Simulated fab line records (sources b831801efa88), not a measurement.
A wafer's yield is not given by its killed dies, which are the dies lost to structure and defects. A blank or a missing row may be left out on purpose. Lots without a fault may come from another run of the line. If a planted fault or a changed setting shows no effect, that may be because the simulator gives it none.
8D (eight disciplines) problem report, filled in by code :: flow gf180mcu :: the parts of the form that need people (team, actions taken, sign-off) are left out

1. PROBLEM STATEMENT
NWELL_TW at GF_NWELL_TW_MEAS_11 reads a mean of 1470 on 2 wafers of 2 lots; wafers without a fault read 1572 with a standard deviation of 10. That is -10 standard deviations from the usual mean.
Seen first at day 5 11:04 on film metro-02, wafer L580.2. The record holds 37 wafers of 13 lots with a number at this step. Rule for "out" (also "out of limits"): further than 4 standard deviations from the usual mean. The rest of the wafers with a number are treated as sound.

2. WHAT IT IS, AND WHAT IT ISN'T
question: which readings at this step
is: NWELL_TW
is not: -

question: which lots
is: L580, L582
is not: L571, L572, L573, L574, L575, L578, L589, L590, L592, L593, L594

question: which wafers of those lots
is: L580.2, L582.1
is not: L580.6, L582.4

question: read on which gauges
is: film metro-02
is not: film metro-01, film metro-04

question: when
is: from day 5 11:04
is not: up to then (19 sound wafers); but 16 sound wafers of L582, L589, L590, L592, L593, L594 came after

3. WHAT RULES OUT EACH SUSPECT
Counting: a tool at a process step up to the reading stays a suspect if it ran every lot that is out. Sound lots after the first of them don't rule it out here, since some wafers of a struck lot are sound.
- the gauge at GF_NWELL_TW_MEAS_11: ruled out. All the wafers that are out were read on film metro-02, but those of them that GF_NWELL_IMPLANT_08 has rows for are out there too, on other tools.
- implanter-03 at GF_NWELL_IMPLANT_08: kept. It ran every lot that is out, first L580 (day 5 10:41); its last sound lot up to then is L578 (day 4 22:04). Its own readings are out on those wafers: beam on s, faraday current uA.
Left after counting: implanter-03 at GF_NWELL_IMPLANT_08.

4. THE CAUSE (what the simulator had put in)
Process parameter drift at GF_NWELL_IMPLANT_08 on implanter-03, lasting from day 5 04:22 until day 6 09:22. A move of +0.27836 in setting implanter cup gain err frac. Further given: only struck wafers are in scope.
After counting, this tool was the only one left.

5. SEQUENCE OF EFFECTS, ordered by route
Each row: a reading where the mean over the struck wafers with a number is more than 3 standard deviations away from the usual. Readings are gone through only where the record gives a usual standard deviation; hours: the median, over the lots, of the time from a lot's start at the first step in this table giving one to that lot's start at this step; sigmas: the change measured in usual standard deviations.
hours: 0
step: GF_NWELL_IMPLANT_08
reading: beam on s
usual: 9.99 s
on struck wafers: 7.66
change: -2.33
sigmas: -11

hours: 0
step: GF_NWELL_IMPLANT_08
reading: faraday current uA
usual: 84.7
on struck wafers: 110.6
change: +25.9
sigmas: +15

hours: 0
step: GF_NWELL_TW_MEAS_11
reading: NWELL_TW
usual: 1572
on struck wafers: 1470
change: -102
sigmas: -10

hours: 119
step: GF_VT_IMPLANT_RS_MEAS_47
reading: NWELL_RS
usual: 488.3 ohm/sq
on struck wafers: 552.5
change: +64.2
sigmas: +36
The process steps in it:
- GF_NWELL_IMPLANT_08

6. WHAT WOULD HAVE CAUGHT IT SOONER
The first out-of-limits reading at a measuring or inspecting step in this record came at day 5 11:04, 7 hours after the fault's start at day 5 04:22.
At GF_NWELL_IMPLANT_08, the tool's own readings (beam on s, faraday current uA) were out on each struck wafer the step has a row for, so an alarm limit on them would have fired on the first such wafer.
L582, from the lots that are out (2), started GF_NWELL_IMPLANT_08 on implanter-03 later than day 5 11:04. A tool hold placed at that time would have kept it from harm.
